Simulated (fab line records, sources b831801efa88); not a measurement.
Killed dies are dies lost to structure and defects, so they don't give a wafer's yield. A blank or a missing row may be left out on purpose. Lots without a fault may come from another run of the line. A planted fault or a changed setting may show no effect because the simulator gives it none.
Which tool did it? | flow sky130 | 24 lots, 72 wafers sampled, at 3 steps of a route of 708

WHAT THE GAUGES READ, wafer by wafer
SKY_VIA2_CD_MEAS_12: target cd 200 nm.
lot  | measured     | on        | cd_nm (nm)
L075 | day 36 16:05 | cd_sem-02 | 199.1 198.4 199.2
L074 | day 36 17:11 | cd_sem-01 | 199.3 198.4 199.4
L077 | day 37 06:10 | cd_sem-02 | 198.3 200.4 199.2
L076 | day 37 06:47 | cd_sem-01 | 198.3 199.9 200.4
L078 | day 37 14:11 | cd_sem-01 | 199.6 200.4 202.3
L079 | day 38 06:38 | cd_sem-02 | 199.2 198.9 198.6
L081 | day 38 12:07 | cd_sem-01 | 198.0 199.6 199.9
L080 | day 38 14:49 | cd_sem-02 | 199.9 199.3 200.5
L082 | day 38 20:36 | cd_sem-02 | 198.4 199.6 197.4
L083 | day 39 05:08 | cd_sem-01 | 199.0 199.2 198.4
L084 | day 39 11:25 | cd_sem-01 | 202.4 202.8 201.6
L085 | day 39 13:03 | cd_sem-01 | 198.4 198.5 198.9
L086 | day 40 02:22 | cd_sem-01 | 202.5 201.5 202.8
L087 | day 40 10:26 | cd_sem-01 | 200.5 200.5 199.2
L088 | day 40 21:32 | cd_sem-01 | 197.8 199.5 200.1
L089 | day 40 23:31 | cd_sem-02 | 202.5 201.3 201.3
L090 | day 41 06:40 | cd_sem-01 | 199.9 200.4 199.2
L091 | day 41 10:34 | cd_sem-02 | 199.0 199.0 197.8
L092 | day 41 12:11 | cd_sem-01 | 202.5 202.0 202.6
L093 | day 41 21:23 | cd_sem-01 | 198.0 198.7 198.1
L094 | day 41 23:17 | cd_sem-01 | 201.2 203.0 201.5
L095 | day 42 04:10 | cd_sem-01 | 202.2 201.2 204.1
L096 | day 42 10:01 | cd_sem-02 | 200.8 199.4 201.8
L097 | day 42 21:05 | cd_sem-02 | 198.2 199.2 199.2

WHICH TOOL RAN EACH LOT (tool, then ch and the chambers of the sampled wafers, then the start)
lot  | SKY_METAL1_SPUTTER_03        | SKY_METAL2_SPUTTER_00
L075 | pvd_sputter-01, day 32 03:20 | pvd_sputter-01, day 34 11:01
L074 | pvd_sputter-04, day 32 05:04 | pvd_sputter-04, day 34 12:25
L077 | pvd_sputter-02, day 32 15:56 | pvd_sputter-04, day 35 00:59
L076 | pvd_sputter-01, day 32 18:08 | pvd_sputter-04, day 35 02:07
L078 | pvd_sputter-04, day 33 01:25 | pvd_sputter-04, day 35 09:14
L079 | pvd_sputter-02, day 33 18:13 | pvd_sputter-01, day 36 01:20
L081 | pvd_sputter-04, day 34 00:02 | pvd_sputter-03, day 36 06:50
L080 | pvd_sputter-01, day 34 03:58 | pvd_sputter-03, day 36 09:40
L082 | pvd_sputter-01, day 34 09:01 | pvd_sputter-04, day 36 15:25
L083 | pvd_sputter-02, day 34 18:33 | pvd_sputter-03, day 37 01:02
L084 | pvd_sputter-02, day 35 00:46 | pvd_sputter-01, day 37 06:59
L085 | pvd_sputter-01, day 35 04:27 | pvd_sputter-04, day 37 10:11
L086 | pvd_sputter-01, day 35 16:12 | pvd_sputter-04, day 37 22:41
L087 | pvd_sputter-04, day 36 00:51 | pvd_sputter-04, day 38 07:13
L088 | pvd_sputter-02, day 36 12:56 | pvd_sputter-04, day 38 19:16
L089 | pvd_sputter-01, day 36 14:34 | pvd_sputter-03, day 38 20:50
L090 | pvd_sputter-01, day 36 20:51 | pvd_sputter-03, day 39 03:45
L091 | pvd_sputter-02, day 37 02:44 | pvd_sputter-03, day 39 08:39
L092 | pvd_sputter-04, day 37 03:02 | pvd_sputter-04, day 39 08:58
L093 | pvd_sputter-04, day 37 13:08 | pvd_sputter-04, day 39 18:29
L094 | pvd_sputter-02, day 37 18:03 | pvd_sputter-01, day 39 21:32
L095 | pvd_sputter-01, day 37 21:35 | pvd_sputter-03, day 40 02:04
L096 | pvd_sputter-01, day 38 03:47 | pvd_sputter-03, day 40 08:16
L097 | pvd_sputter-01, day 38 15:14 | pvd_sputter-03, day 40 19:26
- SKY_METAL1_SPUTTER_03: material Ti, target thk 5 nm, time 3.3 s.
- SKY_METAL2_SPUTTER_00: material Ti, target thk 15 nm, time 10 s.

WHAT THE TOOLS THEMSELVES READ (means of the sampled wafers that have a number; where no wafer has one, the mark that the record gives instead)
SKY_METAL1_SPUTTER_03.
lot  | tool           | throttle_valve_pct (%)
L075 | pvd_sputter-01 | 29.4
L074 | pvd_sputter-04 | 31.3
L077 | pvd_sputter-02 | 30.0
L076 | pvd_sputter-01 | 29.6
L078 | pvd_sputter-04 | 30.3
L079 | pvd_sputter-02 | 29.3
L081 | pvd_sputter-04 | 31.0
L080 | pvd_sputter-01 | 29.7
L082 | pvd_sputter-01 | 29.2
L083 | pvd_sputter-02 | 30.1
L084 | pvd_sputter-02 | 28.8
L085 | pvd_sputter-01 | 29.6
L086 | pvd_sputter-01 | 29.7
L087 | pvd_sputter-04 | 31.2
L088 | pvd_sputter-02 | 30.2
L089 | pvd_sputter-01 | 30.1
L090 | pvd_sputter-01 | 29.7
L091 | pvd_sputter-02 | 30.0
L092 | pvd_sputter-04 | 30.8
L093 | pvd_sputter-04 | 31.0
L094 | pvd_sputter-02 | 30.3
L095 | pvd_sputter-01 | 29.8
L096 | pvd_sputter-01 | 29.6
L097 | pvd_sputter-01 | 29.8

SKY_METAL2_SPUTTER_00.
lot  | tool           | throttle_valve_pct (%)
L075 | pvd_sputter-01 | 29.6
L074 | pvd_sputter-04 | 31.5
L077 | pvd_sputter-04 | 30.8
L076 | pvd_sputter-04 | 31.3
L078 | pvd_sputter-04 | 30.6
L079 | pvd_sputter-01 | 29.9
L081 | pvd_sputter-03 | 29.9
L080 | pvd_sputter-03 | 29.0
L082 | pvd_sputter-04 | 31.4
L083 | pvd_sputter-03 | 29.0
L084 | pvd_sputter-01 | 29.7
L085 | pvd_sputter-04 | 30.9
L086 | pvd_sputter-04 | 31.6
L087 | pvd_sputter-04 | 31.3
L088 | pvd_sputter-04 | 31.2
L089 | pvd_sputter-03 | 30.6
L090 | pvd_sputter-03 | 29.9
L091 | pvd_sputter-03 | 29.9
L092 | pvd_sputter-04 | 31.6
L093 | pvd_sputter-04 | 30.8
L094 | pvd_sputter-01 | 29.6
L095 | pvd_sputter-03 | 30.2
L096 | pvd_sputter-03 | 30.7
L097 | pvd_sputter-03 | 29.7

THE ANSWER, worked out from the rows above alone
Rule: what is usual is taken from the lots themselves. Put in order of their means at a reading, lots are off if they are a third of the lots or fewer, leave a main group of 4 or more, and stand apart from it by a gap of 3 or more times the standard deviation of the main group's means; of several such gaps the widest counts. A main group whose means are all the same, to the digits that the tables above print for the reading, isn't used. A lot without any number at a reading at which 4 lots or more have one is off too. The other lots that the step has rows for count as sound. The gauges are gone through in route order, then the tools' own readings, and for those a lot's mean is taken as printed above. The first step at which some lot is off is used, and at that step the reading that is off furthest; a lot without a number counts as furthest.
No lot is off at any reading shown: from this, nothing can be told.

WHAT THE SIMULATOR HAD PUT IN
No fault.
